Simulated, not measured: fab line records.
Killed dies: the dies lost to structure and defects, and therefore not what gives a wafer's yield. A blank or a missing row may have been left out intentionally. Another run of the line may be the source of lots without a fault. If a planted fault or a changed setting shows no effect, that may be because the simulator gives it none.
Which tool did it? | flow gf180mcu | 11 lots with 33 wafers sampled at 5 steps, on a route of 602 steps

## WHAT THE GAUGES READ, wafer by wafer
GF_HV_LDD_CD_MEAS_19: the cd target is 400 nm.
lot  | measured     | on        | cd nm (nm)
L279 | day 10 23:07 | cd sem-02 | 397.8 397.7 400.7
L281 | day 11 13:48 | cd sem-01 | 395.3 399.4 397.1
L282 | day 11 22:24 | cd sem-01 | 402.9 404.7 403.1
L283 | day 12 03:19 | cd sem-01 | 401.2 401.9 401.2
L285 | day 12 11:32 | cd sem-01 | 400.5 400.2 399.0
L291 | day 14 09:47 | cd sem-01 | 396.2 395.2 397.2
L292 | day 14 23:20 | cd sem-02 | 397.8 401.3 400.9
L293 | day 15 05:35 | cd sem-01 | 397.8 399.2 399.5
L295 | day 15 19:16 | cd sem-01 | 399.3 399.6 398.2
L297 | day 16 12:52 | cd sem-01 | 395.4 396.2 396.4
L299 | day 17 00:02 | cd sem-01 | 397.6 397.3 399.2

## TOOL THAT RAN EACH LOT (tool first, then ch and the chambers of the sampled wafers, then the start)
lot  | GF_VT_IMPLANT_STRIP_42               | GF_POLY_GATE_ETCH_12               | GF_POLY_GATE_ETCH_13             | GF_POLY_GATE_STRIP_14
L279 | plasma asher-02 ch 0,1, day 7 18:44  | rie diel-04 ch 1,2, day 9 08:59    | rie si-02 ch 1,2, day 9 09:02    | plasma asher-01 ch 0,1, day 9 09:05
L281 | plasma asher-04 ch 0,1, day 8 09:10  | rie diel-02 ch 0,2,3, day 10 00:20 | rie si-01 ch 0,1, day 10 00:23   | plasma asher-01 ch 0,1, day 10 00:29
L282 | plasma asher-04 ch 0,1, day 8 15:10  | rie diel-02 ch 2,3, day 10 07:30   | rie si-01 ch 0,3, day 10 07:33   | plasma asher-02 ch 0, day 10 07:37
L283 | plasma asher-02 ch 0,1, day 8 19:38  | rie diel-04 ch 0,1,2, day 10 11:33 | rie si-02 ch 0,3, day 10 11:36   | plasma asher-01 ch 0,1, day 10 11:41
L285 | plasma asher-03 ch 0,1, day 9 05:37  | rie diel-03 ch 0,2,3, day 10 21:42 | rie si-01 ch 1,3, day 10 21:45   | plasma asher-01 ch 0,1, day 10 21:49
L291 | plasma asher-04 ch 1, day 10 20:55   | rie diel-02 ch 0,2, day 12 15:49   | rie si-01 ch 2,3, day 12 15:52   | plasma asher-04 ch 0,1, day 12 15:55
L292 | plasma asher-02 ch 0,1, day 11 07:38 | rie diel-04 ch 0,1, day 13 04:02   | rie si-02 ch 0,1,2, day 13 04:05 | plasma asher-02 ch 0,1, day 13 04:08
L293 | plasma asher-03 ch 0,1, day 11 10:22 | rie diel-02 ch 0,1,3, day 13 07:17 | rie si-02 ch 0,1, day 13 07:20   | plasma asher-01 ch 0,1, day 13 07:23
L295 | plasma asher-03 ch 0,1, day 12 01:27 | rie diel-04 ch 0,1,3, day 13 22:59 | rie si-01 ch 1,2,3, day 13 23:02 | plasma asher-02 ch 0,1, day 13 23:05
L297 | plasma asher-02 ch 0,1, day 12 14:09 | rie diel-02 ch 0,1,3, day 14 14:20 | rie si-02 ch 1,3, day 14 14:23   | plasma asher-04 ch 0,1, day 14 14:26
L299 | plasma asher-04 ch 0,1, day 13 02:00 | rie diel-02 ch 0,1, day 15 01:54   | rie si-02 ch 0,2, day 15 01:57   | plasma asher-02 ch 0,1, day 15 02:01
- GF_VT_IMPLANT_STRIP_42: strips in O2/N2.
- GF_POLY_GATE_ETCH_12: etches BARC in N2/H2.
- GF_POLY_GATE_ETCH_13: etches poly-Si in HBr/Cl2, stops on SiO2, target depth 198.5 nm, time 69.6 s.
- GF_POLY_GATE_STRIP_14: strips in O2/N2.

## THE ANSWER, worked out from the rows above alone
Rule: what is usual is taken from the lots themselves. Put in order of their means at a reading, lots are off if they are a third of the lots or fewer, leave a main group of 4 or more, and stand apart from it by a gap of 3 or more times the standard deviation of the main group's means; of several such gaps the widest counts. A main group is skipped when, at the precision printed for the reading in the tables above, its means are all equal. Also off: a lot with no number at a reading for which 4 or more lots have one. Any other lot the step has rows for is counted as sound.
None of the lots is off at any reading shown; this tells nothing.

## WHAT WAS PUT IN BY THE SIMULATOR
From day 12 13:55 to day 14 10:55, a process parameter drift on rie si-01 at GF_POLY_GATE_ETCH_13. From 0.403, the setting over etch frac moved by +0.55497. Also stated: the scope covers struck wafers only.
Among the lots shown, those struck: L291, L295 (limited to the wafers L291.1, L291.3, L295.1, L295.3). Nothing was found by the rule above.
